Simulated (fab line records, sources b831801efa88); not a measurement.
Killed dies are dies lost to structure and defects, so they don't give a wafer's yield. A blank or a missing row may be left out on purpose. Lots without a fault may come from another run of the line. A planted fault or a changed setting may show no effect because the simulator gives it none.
Which tool did it? | flow sfq_line | 14 lots, 42 wafers sampled, at 6 steps of a route of 325

WHAT THE GAUGES READ, wafer by wafer
SFQ_M8_RS_MEAS_949: measures by four-point-probe. Usual: M8_AU_RS 0.1543 ohm/sq, standard deviation 0.002.
lot  | measured     | on            | M8_AU_RS (ohm/sq)    | flag
L443 | day 74 03:41 | film_metro-01 | 0.1559 0.1571 0.1557 |
L444 | day 77 23:33 | film_metro-02 | 0.1547 0.1519 0.1524 |
L445 | day 78 00:45 | film_metro-02 | 0.1549 0.1556 0.1529 |
L446 | day 82 00:18 | film_metro-04 | 0.1540 0.1538 0.1529 |
L447 | day 82 01:30 | film_metro-02 | 0.1559 0.1570 0.1536 |
L454 | day 91 19:14 | film_metro-02 | 0.1567 0.1514 0.1537 |
L456 | day 92 04:08 | film_metro-01 | 0.1517 0.1558 0.1552 |
L457 | day 92 08:35 | film_metro-01 | 0.1541 0.1524 0.1543 |
L459 | day 92 12:26 | film_metro-02 | 0.1533 0.1529 0.1530 |
L461 | day 92 17:00 | film_metro-01 | 0.1538 0.1525 0.1521 |
L462 | day 92 19:22 | film_metro-02 | 0.1522 0.1562 0.1562 |
L463 | day 92 23:08 | film_metro-04 | 0.1544 0.1541 0.1539 |
L465 | day 93 01:29 | film_metro-02 | 0.1534 0.1542 0.1535 |
L466 | day 93 05:14 | film_metro-04 | 0.1533 0.1550 0.1534 |

WHICH TOOL RAN EACH LOT (tool, then ch and the chambers of the sampled wafers, then the start)
lot  | SFQ_TRILAYER_M3_DEP_SPUTTER_073 | SFQ_TRILAYER_I3_CMP_CMP_082   | SFQ_TRILAYER_I3_METRO_MEASURE_083 | SFQ_TRILAYER_I3_VIA_ETCH_VIA_ETCH_088 | SFQ_TRILAYER_R5_DEP_SPUTTER_134
L443 | pvd_sputter-06, day 39 06:56    | cmp-01 ch 2,3, day 44 23:32   | film_metro-03, day 45 02:46       | rie_diel-03 ch 0,1, day 50 21:23      | pvd_sputter-06, day 66 16:22
L444 | pvd_sputter-05, day 39 10:32    | cmp-01 ch 0,2, day 45 03:06   | film_metro-02, day 45 05:43       | rie_diel-03 ch 0,3, day 51 02:11      | pvd_sputter-04, day 67 03:10
L445 | pvd_sputter-04, day 39 12:56    | cmp-01 ch 0,1,2, day 45 07:24 | film_metro-03, day 45 10:31       | rie_diel-01 ch 0,1,3, day 51 09:23    | pvd_sputter-04, day 67 15:55
L446 | pvd_sputter-05, day 39 16:32    | cmp-01 ch 1,2,3, day 45 12:12 | film_metro-04, day 45 15:19       | rie_diel-02 ch 1,3, day 51 16:35      | pvd_sputter-06, day 68 01:13
L447 | pvd_sputter-06, day 40 14:08    | cmp-02 ch 0,1,3, day 46 14:52 | film_metro-04, day 46 17:29       | rie_diel-03 ch 0,1,2, day 52 15:23    | pvd_sputter-04, day 69 03:01
L454 | pvd_sputter-04, day 43 04:55    | cmp-02 ch 0,1,3, day 49 04:03 | film_metro-04, day 49 07:10       | rie_diel-02 ch 1,2,3, day 54 23:38    | pvd_sputter-04, day 72 12:01
L456 | pvd_sputter-06, day 44 03:44    | cmp-02 ch 0,2,3, day 50 05:03 | film_metro-04, day 50 07:34       | rie_diel-01 ch 0,2,3, day 55 16:26    | pvd_sputter-06, day 72 17:28
L457 | pvd_sputter-06, day 44 16:55    | cmp-02 ch 0,1,3, day 50 16:03 | film_metro-02, day 50 19:22       | rie_diel-02 ch 0,1,3, day 56 06:10    | pvd_sputter-04, day 72 20:28
L459 | pvd_sputter-05, day 45 08:32    | cmp-01 ch 0,1, day 51 05:40   | film_metro-04, day 51 08:17       | rie_diel-02 ch 1,2,3, day 56 21:41    | pvd_sputter-06, day 73 09:56
L461 | pvd_sputter-05, day 45 11:04    | cmp-02 ch 2,3, day 51 09:41   | film_metro-02, day 51 12:42       | rie_diel-02 ch 1,2, day 57 02:29      | pvd_sputter-06, day 74 01:00
L462 | pvd_sputter-06, day 45 12:14    | cmp-01 ch 0,2, day 51 12:05   | film_metro-04, day 51 14:42       | rie_diel-02 ch 2,3, day 57 04:53      | pvd_sputter-03, day 74 05:48
L463 | pvd_sputter-05, day 51 21:06    | cmp-02 ch 1,2, day 52 03:47   | film_metro-02, day 52 07:18       | rie_diel-02 ch 0,1,3, day 57 14:29    | pvd_sputter-06, day 74 10:36
L465 | pvd_sputter-04, day 52 12:52    | cmp-01 ch 1,2,3, day 52 18:33 | film_metro-03, day 52 21:10       | rie_diel-02 ch 0,2, day 58 04:55      | pvd_sputter-03, day 74 19:03
L466 | pvd_sputter-06, day 53 05:55    | cmp-01 ch 1,2, day 53 13:52   | film_metro-03, day 53 16:59       | rie_diel-03 ch 0,2, day 58 19:17      | pvd_sputter-03, day 75 02:40
- SFQ_TRILAYER_M3_DEP_SPUTTER_073: material Nb, target thk 200 nm, time 133.3 s.
- SFQ_TRILAYER_I3_CMP_CMP_082: polishes SiO2.
- SFQ_TRILAYER_I3_METRO_MEASURE_083
- SFQ_TRILAYER_I3_VIA_ETCH_VIA_ETCH_088: etches SiO2 in CHF3, stops on Nb, target depth 260 nm.
- SFQ_TRILAYER_R5_DEP_SPUTTER_134: material Ti, target thk 5 nm, time 5 s.

WHAT THE TOOLS THEMSELVES READ (means of the sampled wafers that have a number; where no wafer has one, the mark that the record gives instead)
SFQ_TRILAYER_M3_DEP_SPUTTER_073. Usual: chamber_pressure_pa 0.13328 Pa, standard deviation 0.00025; throttle_valve_pct 30.1 %, standard deviation 1.2.
lot  | tool           | chamber_pressure_pa (Pa) | throttle_valve_pct (%) | flag
L443 | pvd_sputter-06 | 0.13334                  | 29.9                   |
L444 | pvd_sputter-05 | 0.13286                  | 31.4                   |
L445 | pvd_sputter-04 | 0.13332                  | 30.1                   |
L446 | pvd_sputter-05 | 0.13327                  | 30.4                   |
L447 | pvd_sputter-06 | 0.13320                  | 30.2                   |
L454 | pvd_sputter-04 | 0.13327                  | 29.2                   |
L456 | pvd_sputter-06 | 0.13338                  | 30.7                   |
L457 | pvd_sputter-06 | 0.13313                  | 30.8                   |
L459 | pvd_sputter-05 | 0.13331                  | 30.2                   |
L461 | pvd_sputter-05 | 0.13341                  | 31.0                   |
L462 | pvd_sputter-06 | 0.13342                  | 30.7                   |
L463 | pvd_sputter-05 | 0.13303                  | 31.4                   |
L465 | pvd_sputter-04 | 0.13323                  | 29.2                   |
L466 | pvd_sputter-06 | 0.13334                  | 30.6                   |

SFQ_TRILAYER_I3_CMP_CMP_082. Usual: motor_current_A 10.2 A, standard deviation 0.71; slurry_filter_dp_kPa 13.51 kPa, standard deviation 0.15; time_to_endpoint_s 212 s, standard deviation 8.2.
lot  | tool   | motor_current_A (A) | slurry_filter_dp_kPa (kPa) | time_to_endpoint_s (s) | flag
L443 | cmp-01 | 10.5                | 13.51                      | 218                    |
L444 | cmp-01 | 10.9                | 13.53                      | 228                    |
L445 | cmp-01 | 10.4                | 13.38                      | 207                    |
L446 | cmp-01 | 10.6                | 13.56                      | 202                    |
L447 | cmp-02 | 10.1                | 13.45                      | 214                    |
L454 | cmp-02 | 10.1                | 13.53                      | 212                    |
L456 | cmp-02 | 10.1                | 13.61                      | 210                    |
L457 | cmp-02 | 10.5                | 13.64                      | 208                    |
L459 | cmp-01 | 10.0                | 13.51                      | 208                    |
L461 | cmp-02 | 10.2                | 13.64                      | 211                    |
L462 | cmp-01 | 11.0                | 13.54                      | 213                    |
L463 | cmp-02 | 9.8                 | 13.50                      | 215                    |
L465 | cmp-01 | 9.9                 | 13.51                      | 210                    |
L466 | cmp-01 | 11.1                | 13.52                      | 205                    |

SFQ_TRILAYER_I3_METRO_MEASURE_083. Usual: thk_nm 199.6 nm, standard deviation 0.94.
lot  | tool          | thk_nm (nm) | flag
L443 | film_metro-03 | 199.6       |
L444 | film_metro-02 | 200.8       |
L445 | film_metro-03 | 207.3       | OFF
L446 | film_metro-04 | 213.1       | OFF
L447 | film_metro-04 | 200.2       |
L454 | film_metro-04 | 200.3       |
L456 | film_metro-04 | 199.2       |
L457 | film_metro-02 | 199.8       |
L459 | film_metro-04 | 198.9       |
L461 | film_metro-02 | 199.0       |
L462 | film_metro-04 | 199.7       |
L463 | film_metro-02 | 199.0       |
L465 | film_metro-03 | 199.2       |
L466 | film_metro-03 | 200.0       |

SFQ_TRILAYER_I3_VIA_ETCH_VIA_ETCH_088. Usual: drypump_motor_current_A 5.6 A, standard deviation 0.45; oes_product_au 0.854 a.u., standard deviation 0.0053.
lot  | tool        | drypump_motor_current_A (A) | oes_product_au (a.u.) | flag
L443 | rie_diel-03 | 5.1                         | 0.855                 |
L444 | rie_diel-03 | 5.4                         | 0.857                 |
L445 | rie_diel-01 | 5.6                         | 0.872                 | OFF
L446 | rie_diel-02 | 5.9                         | 0.889                 | OFF
L447 | rie_diel-03 | 5.1                         | 0.857                 |
L454 | rie_diel-02 | 5.8                         | 0.854                 |
L456 | rie_diel-01 | 5.5                         | 0.852                 |
L457 | rie_diel-02 | 5.8                         | 0.857                 |
L459 | rie_diel-02 | 5.8                         | 0.855                 |
L461 | rie_diel-02 | 5.5                         | 0.852                 |
L462 | rie_diel-02 | 6.1                         | 0.854                 |
L463 | rie_diel-02 | 5.8                         | 0.855                 |
L465 | rie_diel-02 | 5.9                         | 0.852                 |
L466 | rie_diel-03 | 5.2                         | 0.860                 |

SFQ_TRILAYER_R5_DEP_SPUTTER_134. Usual: chamber_pressure_pa 0.4000 Pa, standard deviation 0.00089; throttle_valve_pct 29.8 %, standard deviation 1.1.
lot  | tool           | chamber_pressure_pa (Pa) | throttle_valve_pct (%) | flag
L443 | pvd_sputter-06 | 0.4006                   | 30.4                   |
L444 | pvd_sputter-04 | 0.3997                   | 30.0                   |
L445 | pvd_sputter-04 | 0.4002                   | 30.3                   |
L446 | pvd_sputter-06 | 0.4002                   | 29.9                   |
L447 | pvd_sputter-04 | 0.3994                   | 29.0                   |
L454 | pvd_sputter-04 | 0.3998                   | 29.3                   |
L456 | pvd_sputter-06 | 0.4004                   | 30.2                   |
L457 | pvd_sputter-04 | 0.4001                   | 30.2                   |
L459 | pvd_sputter-06 | 0.4002                   | 30.4                   |
L461 | pvd_sputter-06 | 0.4010                   | 30.9                   |
L462 | pvd_sputter-03 | 0.3999                   | 29.4                   |
L463 | pvd_sputter-06 | 0.4005                   | 30.8                   |
L465 | pvd_sputter-03 | 0.3987                   | 28.7                   |
L466 | pvd_sputter-03 | 0.3993                   | 28.9                   |

THE ANSWER, worked out from the rows above alone
Rule: a lot is off if the mean of its wafers that have a number lies more than 3 standard deviations from the usual mean. A lot without any number at a reading at which 4 lots or more have one is off too. The other lots that the step has rows for count as sound. The gauges are gone through in route order, then the tools' own readings, and for those a lot's mean is taken as printed above. The first step at which some lot is off is used, and at that step the reading that is off furthest; a lot without a number counts as furthest.
Off: L445, L446, at SFQ_TRILAYER_I3_METRO_MEASURE_083 (thk_nm).
A tool fits if, at that step or a process step before it, it ran every lot that is off, and no sound lot after the first of them. None of those tried fits.

WHAT THE SIMULATOR HAD PUT IN
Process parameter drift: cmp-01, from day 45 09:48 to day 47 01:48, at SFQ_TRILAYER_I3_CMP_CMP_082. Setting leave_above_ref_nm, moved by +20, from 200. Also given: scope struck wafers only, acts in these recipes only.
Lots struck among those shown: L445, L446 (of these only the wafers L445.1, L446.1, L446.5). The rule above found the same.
